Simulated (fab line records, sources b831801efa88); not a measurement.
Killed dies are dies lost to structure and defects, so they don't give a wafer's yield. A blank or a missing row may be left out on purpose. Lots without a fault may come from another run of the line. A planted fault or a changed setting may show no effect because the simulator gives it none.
Problem report in the 8D (eight disciplines) form, filled by code | flow gf180mcu | the parts of the form that need people (team, actions taken, sign-off) are left out

1. THE PROBLEM
DUAL_GATE_OXIDATION_00_THK at GF_DUAL_GATE_THK_MEAS_03 reads a mean of 13.89 nm on 6 wafers of 2 lots; wafers without a fault read 10.91 nm with a standard deviation of 0.24. That is +12 standard deviations from the usual mean.
First seen on wafer L669.2, day 12 11:11, on film_metro-01. The record holds 42 wafers of 14 lots with a number at this step. Rule for "out", or "out of limits": more than 4 standard deviations from the usual mean. The other wafers with a number count as sound.

2. WHAT IT IS AND WHAT IT IS NOT
question                    | is                           | is not
which readings at this step | DUAL_GATE_OXIDATION_00_THK   | -
which lots                  | L669, L671                   | L652, L653, L654, L656, L657, L659, L660, L662, L663, L664, L665, L675
which wafers of those lots  | all that have a number       | -
read on which gauges        | film_metro-01, film_metro-02 | film_metro-04
when                        | from day 12 11:11            | up to then (33 sound wafers); but 3 sound wafers of L675 came after

3. SUSPECTS, AND WHAT RULES EACH OUT
Counting: a tool at a process step up to the reading stays a suspect if it ran every lot that is out and no sound lot after the first of them.
- the gauge at GF_DUAL_GATE_THK_MEAS_03: ruled out. The wafers that are out were read on 2 gauges (film_metro-01, film_metro-02).
- furnace-01 at GF_DUAL_GATE_OXIDATION_02 (stabilise 600 s, purge 300 s, target thk 10.887 nm): kept. It ran every lot that is out, first L669 (day 12 09:43), and no sound lot after that; its last sound lot up to then is L663 (day 10 16:37).
Left after counting: furnace-01 at GF_DUAL_GATE_OXIDATION_02.

4. THE CAUSE (what the simulator had put in)
Process parameter drift: furnace-01, from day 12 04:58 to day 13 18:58, at GF_DUAL_GATE_OXIDATION_02. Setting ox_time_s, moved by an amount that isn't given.
Counting left only this tool.

5. THE CHAIN OF EFFECTS, in route order
Each row: a reading whose mean over the struck wafers that have a number lies more than 3 standard deviations from the usual. Only readings for which the record gives a usual standard deviation are gone through. hours: the time from each lot's start at the first step in this table that gives one to its start at this step, as a median over the lots. sigmas: the change in usual standard deviations.
hours | step                     | reading                    | usual    | on struck wafers | change | sigmas
0     | GF_DUAL_GATE_THK_MEAS_03 | DUAL_GATE_OXIDATION_00_THK | 10.91 nm | 13.89            | +2.98  | +12
Later measuring or inspecting steps at which every struck wafer that the step has a row for has a number for every such reading, and none has moved that far: GF_POLY_GATE_THK_MEAS_17, GF_PSD_CD_MEAS_07.

6. WHAT WOULD HAVE CAUGHT IT SOONER
In this record the first reading out of limits at a measuring or inspecting step was taken at day 12 11:11, 6 hours after the fault began at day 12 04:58.
Of the tool readings at GF_DUAL_GATE_OXIDATION_02 for which the record gives a usual standard deviation, none was out on any struck wafer, so an alarm limit of 4 standard deviations on them would not have fired.
Of the lots that are out (2), L671 began GF_DUAL_GATE_OXIDATION_02 on furnace-01 after day 12 11:11. A hold on the tool at that time would have spared it.
